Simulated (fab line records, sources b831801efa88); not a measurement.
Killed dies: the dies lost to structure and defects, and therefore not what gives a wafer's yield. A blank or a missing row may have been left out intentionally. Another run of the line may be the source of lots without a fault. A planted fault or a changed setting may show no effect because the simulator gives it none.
A lot that was struck, set against a sound lot | flow sfqLine | 42 steps out of a route of 325
Sound: these wafers, L873.3, L873.4, L873.5. Struck: wafer L886.1 (L886.5, L886.6, from the same lot, were not struck and are left out); the cause is given at the end.
Per side, at each step with rows, come the tool, then ch with its chambers, and then its first start. Under that, the readings that differ: sound wafers | struck wafers | difference of the means | sigmas: that difference in standard deviations of wafers without a fault.
alike: words and numbers the same on both sides, and readings whose means are apart by under 2 such deviations; not compared: readings that were withheld, readings missing a value for some wafer, numbers with overlapping values and no deviation given by the record, and bounds like >300 which may hide the same value.
Wherever a step has rows on one side only, a row that says differs or no value, or a row with sigmas, the two part there. When numbers do not overlap yet have no deviation, they are printed without sigmas and do not part them. A reading that every wafer of one side lacks parts them only if that side has two wafers or more.

first, 6 steps without rows for these wafers: SFQ_TRILAYER_I0_VIA_LITHO_COAT_036 (resist thk 62 nm); SFQ_TRILAYER_I0_VIA_LITHO_COAT_031 (resist thk 650 nm); SFQ_TRILAYER_I0_VIA_LITHO_SOFTBAKE_035; SFQ_TRILAYER_I0_VIA_LITHO_EXPOSE_032 (exposes mask I0, target cd 500 nm); SFQ_TRILAYER_I0_VIA_LITHO_PEB_034 (peb time 60 s); SFQ_TRILAYER_I0_VIA_LITHO_DEVELOP_033 (time 60 s).
SFQ_I0_OVL_MEAS_908:
  struck on overlay-01, day 17 13:28; sound on overlay-02, day 13 03:35
  alike: I0_OVL
then, 1 step without rows for these wafers: SFQ_TRILAYER_I0_VIA_BARC_OPEN_VIA_ETCH_046 (etches BARC in O2, target depth 125 nm, time 41.7 s).
SFQ_TRILAYER_I0_VIA_ETCH_VIA_ETCH_034: etches SiO2 in CHF3, stops on Nb, target depth 260 nm.
  sound on rieDiel-01 ch 0,2,3, day 13 03:40; struck on rieDiel-03 ch 2, day 17 13:33
  alike: drypumpMotorCurrentA, oesProductAu
SFQ_TRILAYER_I0_VIA_STRIP_STRIP_035: strips in O2.
  sound on rieMetal-01 ch 0,1, day 13 03:58; struck on rieMetal-03 ch 1, day 17 13:40
reading             | sound             | struck | difference                   | sigmas
oesProductAu (a.u.) | 0.998 0.989 1.002 | 1.014  | +0.018                       | +2
rfHoursCounterH (h) | - - -             | 53     | no value on the sound wafers | 
  alike: drypumpMotorCurrentA
then, 2 steps without rows for these wafers: SFQ_TRILAYER_I0_VIA_STRIP_SOLV_CLEAN_036 (cleans in NMP, time 600 s); SFQ_TRILAYER_M1_DEP_PRE_CLEAN_038 (time 22.5 s).
SFQ_TRILAYER_M1_DEP_SPUTTER_037: material Nb, target thk 200 nm, time 133.3 s.
  struck on pvdSputter-06, day 17 14:29; sound on pvdSputter-06, day 13 04:34
reading                                            | sound             | struck | difference | sigmas
model.Nb_of_TRILAYER_M1_DEP_SPUTTER_037.thkNm (nm) | 202.7 202.7 203.4 | 276.3  | +73.4      | 
  alike: throttleValvePct
SFQ_M1_RS_MEAS_909: uses a four-point probe to measure.
  struck on filmMetro-02, day 17 14:34; sound on filmMetro-01, day 13 04:42
reading           | sound             | struck | difference | sigmas
M1_NB_RS (ohm/sq) | 0.878 0.881 0.877 | 0.642  | -0.237     | -20
then, 6 steps without rows for these wafers: SFQ_TRILAYER_M1_LITHO_COAT_044 (resist thk 62 nm); SFQ_TRILAYER_M1_LITHO_COAT_039 (resist thk 600 nm); SFQ_TRILAYER_M1_LITHO_SOFTBAKE_043; SFQ_TRILAYER_M1_LITHO_EXPOSE_040 (exposes mask M1, target cd 500 nm); SFQ_TRILAYER_M1_LITHO_PEB_042 (peb time 60 s); SFQ_TRILAYER_M1_LITHO_DEVELOP_041 (time 60 s).
-- the record jumps here: 6 days lie between the struck wafers' starts before and after --
SFQ_M1_OVL_MEAS_911:
  struck on overlay-02, day 23 21:54; sound on overlay-01, day 18 02:49
  alike: M1_OVL
then, 1 step without rows for these wafers: SFQ_TRILAYER_M1_BARC_OPEN_METAL_ETCH_054 (etches BARC in O2, target depth 125 nm, time 41.7 s).
SFQ_TRILAYER_M1_ETCH_METAL_ETCH_042: etches Nb in Cl2/Ar, stops on SiO2, target depth 240 nm, time 120 s.
  sound on rieMetal-02 ch 0,1, day 18 02:57; struck on rieMetal-04 ch 1, day 23 21:59
reading             | sound             | struck | difference                   | sigmas
oesProductAu (a.u.) | 0.896 0.902 0.906 | 1.008  | +0.107                       | +13
rfHoursCounterH (h) | - - -             | 86     | no value on the sound wafers | 
  alike: drypumpMotorCurrentA
SFQ_TRILAYER_M1_STRIP_STRIP_043: strips in O2.
  sound on rieMetal-02 ch 0,1, day 18 03:14; struck on rieMetal-04 ch 1, day 23 22:07
reading             | sound | struck | difference                   | sigmas
rfHoursCounterH (h) | - - - | 86     | no value on the sound wafers | 
  alike: drypumpMotorCurrentA, oesProductAu
then, 2 steps without rows for these wafers: SFQ_TRILAYER_M1_STRIP_SOLV_CLEAN_044 (cleans in NMP, time 600 s); SFQ_TRILAYER_I1_DEP_PECVD_045 (deposits SiO2 from SiH4/N2O, time 111.11 s, target thk 500 nm).
SFQ_TRILAYER_I1_CMP_CMP_046: polishes SiO2.
  sound on cmp-01 ch 2,3, day 18 04:29; struck on cmp-01 ch 2, day 24 00:02
reading             | sound       | struck | difference | sigmas
timeToEndpointS (s) | 211 228 225 | 204    | -17        | -2
  alike: headPressurePsi, motorCurrentA
SFQ_I1_BOW_MEAS_912:
  struck on filmMetro-04, day 24 02:02; sound on filmMetro-04, day 18 07:32
  alike: I1_BOW
then, 7 steps without rows for these wafers: SFQ_TRILAYER_I1_METRO_MEASURE_047; SFQ_TRILAYER_I1_VIA_LITHO_COAT_054 (resist thk 62 nm); SFQ_TRILAYER_I1_VIA_LITHO_COAT_049 (resist thk 650 nm); SFQ_TRILAYER_I1_VIA_LITHO_SOFTBAKE_053; SFQ_TRILAYER_I1_VIA_LITHO_EXPOSE_050 (exposes mask I1, target cd 500 nm); SFQ_TRILAYER_I1_VIA_LITHO_PEB_052 (peb time 60 s); SFQ_TRILAYER_I1_VIA_LITHO_DEVELOP_051 (time 60 s).
-- the record jumps here: 7 days lie between the struck wafers' starts before and after --
SFQ_I1_OVL_MEAS_913:
  struck on overlay-02, day 30 20:11; sound on overlay-01, day 24 23:07
  alike: I1_OVL
then, 1 step without rows for these wafers: SFQ_TRILAYER_I1_VIA_BARC_OPEN_VIA_ETCH_071 (etches BARC in O2, target depth 125 nm, time 41.7 s).
SFQ_TRILAYER_I1_VIA_ETCH_VIA_ETCH_052: etches SiO2 in CHF3, stops on Nb, target depth 260 nm.
  sound on rieDiel-01 ch 0,1,3, day 24 23:10; struck on rieDiel-04 ch 0, day 30 20:16
reading             | sound             | struck | difference | sigmas
oesProductAu (a.u.) | 0.864 0.859 0.860 | 0.845  | -0.016     | -3
  alike: drypumpMotorCurrentA
then, 3 steps without rows for these wafers: SFQ_TRILAYER_I1_VIA_STRIP_STRIP_053 (strips in O2); SFQ_TRILAYER_I1_VIA_STRIP_SOLV_CLEAN_054 (cleans in NMP, time 600 s); SFQ_TRILAYER_M2_DEP_PRE_CLEAN_056 (time 22.5 s).
-- the record jumps here: 61 days lie between the struck wafers' starts before and after --
SFQ_M8_BOW_MEAS_951:
  struck on filmMetro-04, day 91 09:19; sound on filmMetro-04, day 81 10:37
reading                     | sound                | struck | difference | sigmas
model.etest.m1.combLog10Ohm | 12 12 12             | 0      | -12        | 
model.etest.m1.ohmSq        | 0.8785 0.8784 0.8755 | 0.6445 | -0.2330    | 
  alike: M8_BOW

WHERE THEY PART
Earliest at SFQ_TRILAYER_I0_VIA_STRIP_STRIP_035; latest, in this record, at SFQ_TRILAYER_I1_VIA_ETCH_VIA_ETCH_052. Later steps at which nothing parts them and some readings are alike: SFQ_M8_BOW_MEAS_951.

WHY: whatever the simulator had introduced
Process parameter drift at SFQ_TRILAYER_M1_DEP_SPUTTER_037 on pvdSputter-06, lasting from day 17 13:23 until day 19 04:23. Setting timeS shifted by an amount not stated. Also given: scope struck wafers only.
